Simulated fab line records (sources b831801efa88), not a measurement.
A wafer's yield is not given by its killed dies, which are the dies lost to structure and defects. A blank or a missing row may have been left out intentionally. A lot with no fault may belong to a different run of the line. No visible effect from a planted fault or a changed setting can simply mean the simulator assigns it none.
Which of the tools did it? | flow gf180mcu | 7 lots, 21 wafers sampled, at 4 steps of a route of 602

## WHAT EACH GAUGE READ, for each wafer
GF_V1_OVL_MEAS_15.
lot  | measured     | on         | V1_OVL (nm)
L935 | day 19 00:35 | overlay-01 | 9 9 6
L938 | day 19 14:55 | overlay-02 | -3 -1 2
L939 | day 20 02:41 | overlay-01 | 0 -3 3
L941 | day 20 23:17 | overlay-02 | 0 4 4
L943 | day 21 13:37 | overlay-01 | 2 1 9
L953 | day 25 00:55 | overlay-02 | -2 0 1
L955 | day 25 10:39 | overlay-01 | -1 5 7

## WHICH TOOL RAN EACH LOT (tool, then ch and the chambers of the sampled wafers, then the start)
lot  | GF_NSD_EXPOSE_04                    | GF_CONTACT_STRIP_18                  | GF_M1_SPUTTER_01
L935 | iline_stepper-02 ch 0, day 13 13:52 | plasma_asher-02 ch 0,1, day 16 18:56 | pvd_sputter-04, day 16 20:01
L938 | iline_stepper-01 ch 0, day 14 05:56 | plasma_asher-04 ch 0, day 17 13:32   | pvd_sputter-01, day 17 14:37
L939 | iline_stepper-02 ch 0, day 14 15:17 | plasma_asher-02 ch 0,1, day 18 00:20 | pvd_sputter-01, day 18 01:23
L941 | iline_stepper-02 ch 0, day 15 09:56 | plasma_asher-04 ch 0,1, day 18 19:38 | pvd_sputter-01, day 18 20:43
L943 | iline_stepper-02 ch 0, day 15 23:33 | plasma_asher-01 ch 0,1, day 19 10:09 | pvd_sputter-04, day 19 11:14
L953 | iline_stepper-01 ch 0, day 19 12:18 | plasma_asher-01 ch 0,1, day 23 02:03 | pvd_sputter-04, day 23 03:08
L955 | iline_stepper-02 ch 0, day 19 23:17 | plasma_asher-02 ch 0,1, day 23 11:37 | pvd_sputter-04, day 23 12:40
- GF_NSD_EXPOSE_04: exposes mask Nplus, target cd 400 nm.
- GF_CONTACT_STRIP_18: strips in O2/N2.
- GF_M1_SPUTTER_01: material TiN, target thk 30 nm, time 25 s.

## THE ANSWER, worked out from the rows above alone
Rule: the usual values come from the lots themselves. The widest of any qualifying gaps counts: lots, ordered by their means at a reading, are off when they make up no more than a third of the lots, leave a main group of 4 or more, and stand apart from it by 3 or more times the standard deviation of that group's means. A main group whose means are all the same, to the digits that the tables above print for the reading, isn't used. Also off: a lot with no number at a reading for which 4 or more lots have one. Any other lot the step has rows for is counted as sound.
Nothing can be told from this: no lot is off at any reading shown.

## WHAT HAD BEEN PUT IN BY THE SIMULATOR
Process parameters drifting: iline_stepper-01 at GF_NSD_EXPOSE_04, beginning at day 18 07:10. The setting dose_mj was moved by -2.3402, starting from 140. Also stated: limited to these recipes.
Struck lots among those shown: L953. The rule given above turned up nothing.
